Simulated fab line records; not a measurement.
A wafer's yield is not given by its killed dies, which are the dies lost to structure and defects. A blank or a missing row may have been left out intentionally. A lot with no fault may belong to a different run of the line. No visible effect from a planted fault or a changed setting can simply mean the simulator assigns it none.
Which tool was responsible?	flow sfq_line	42 wafers from 14 lots sampled at 2 of the route's 325 steps

## WHAT THE GAUGES READ, wafer by wafer
SFQ_M0_OVL_MEAS_906. Usual: M0_OVL gives 0 nm (standard deviation 5.5).
lot	measured	on	M0_OVL (nm)	flag
L113	day 11 21:53	overlay-01	2 9 12	
L114	day 12 03:52	overlay-02	0 1 0	
L115	day 12 21:59	overlay-01	-13 -7 -3	
L117	day 13 13:15	overlay-01	2 0 -5	
L119	day 14 08:32	overlay-01	5 4 10	
L124	day 16 07:07	overlay-01	-11 -7 -6	
L126	day 17 01:07	overlay-01	-2 -3 -4	
L128	day 17 19:07	overlay-02	1 -1 -2	
L129	day 18 02:19	overlay-02	3 2 0	
L130	day 18 08:19	overlay-01	3 5 1	
L131	day 18 16:43	overlay-01	-2 -6 -6	
L132	day 19 00:02	overlay-02	10 -3 4	
L133	day 19 13:15	overlay-02	-4 5 0	
L134	day 19 22:51	overlay-01	-4 -4 3	

SFQ_M3_RS_MEAS_919: the measuring method here is four-point-probe. Usual: M3_NB_RS gives 0.890 ohm/sq (standard deviation 0.0099).
lot	measured	on	M3_NB_RS (ohm/sq)	flag
L113	day 39 07:05	film_metro-02	0.880 0.894 0.879	
L114	day 39 10:38	film_metro-03	0.898 0.890 0.902	
L115	day 39 13:02	film_metro-01	0.875 0.878 0.874	
L117	day 40 14:14	film_metro-03	0.899 0.905 0.894	
L119	day 40 23:50	film_metro-03	0.892 0.890 0.890	
L124	day 43 05:01	film_metro-03	0.875 0.891 0.891	
L126	day 44 03:52	film_metro-02	0.886 0.882 0.874	
L128	day 45 01:25	film_metro-02	0.880 0.872 0.866	
L129	day 45 08:37	film_metro-01	0.892 0.885 0.885	
L130	day 45 09:56	film_metro-02	0.893 0.896 0.897	
L131	day 45 11:11	film_metro-01	0.899 0.908 0.900	
L132	day 45 12:20	film_metro-02	0.895 0.905 0.909	
L133	day 51 21:14	film_metro-03	0.907 0.897 0.904	
L134	day 52 04:26	film_metro-03	0.891 0.888 0.892	

## EACH LOT AND THE TOOL THAT RAN IT (in order: tool; ch and the chambers of the sampled wafers; start)
No process step before these readings appears in the record.

## WHAT THE TOOLS THEMSELVES READ (means of the sampled wafers that have a number; where no wafer has one, the mark that the record gives instead)
The record holds no such reading with a usual standard deviation.

## THE ANSWER, worked out from the rows above alone
Rule: lot off if the mean of its wafers having a number is beyond 3 standard deviations from the usual mean. Also off: a lot with no number at a reading for which 4 or more lots have one. The other lots that the step has rows for count as sound. The gauges are gone through in route order, then the tools' own readings, and for those a lot's mean is taken as printed above. The first step at which some lot is off is used, and at that step the reading that is off furthest; a lot without a number counts as furthest.
Nothing can be told from this: no lot is off at any reading shown.

## WHAT WAS PUT IN BY THE SIMULATOR
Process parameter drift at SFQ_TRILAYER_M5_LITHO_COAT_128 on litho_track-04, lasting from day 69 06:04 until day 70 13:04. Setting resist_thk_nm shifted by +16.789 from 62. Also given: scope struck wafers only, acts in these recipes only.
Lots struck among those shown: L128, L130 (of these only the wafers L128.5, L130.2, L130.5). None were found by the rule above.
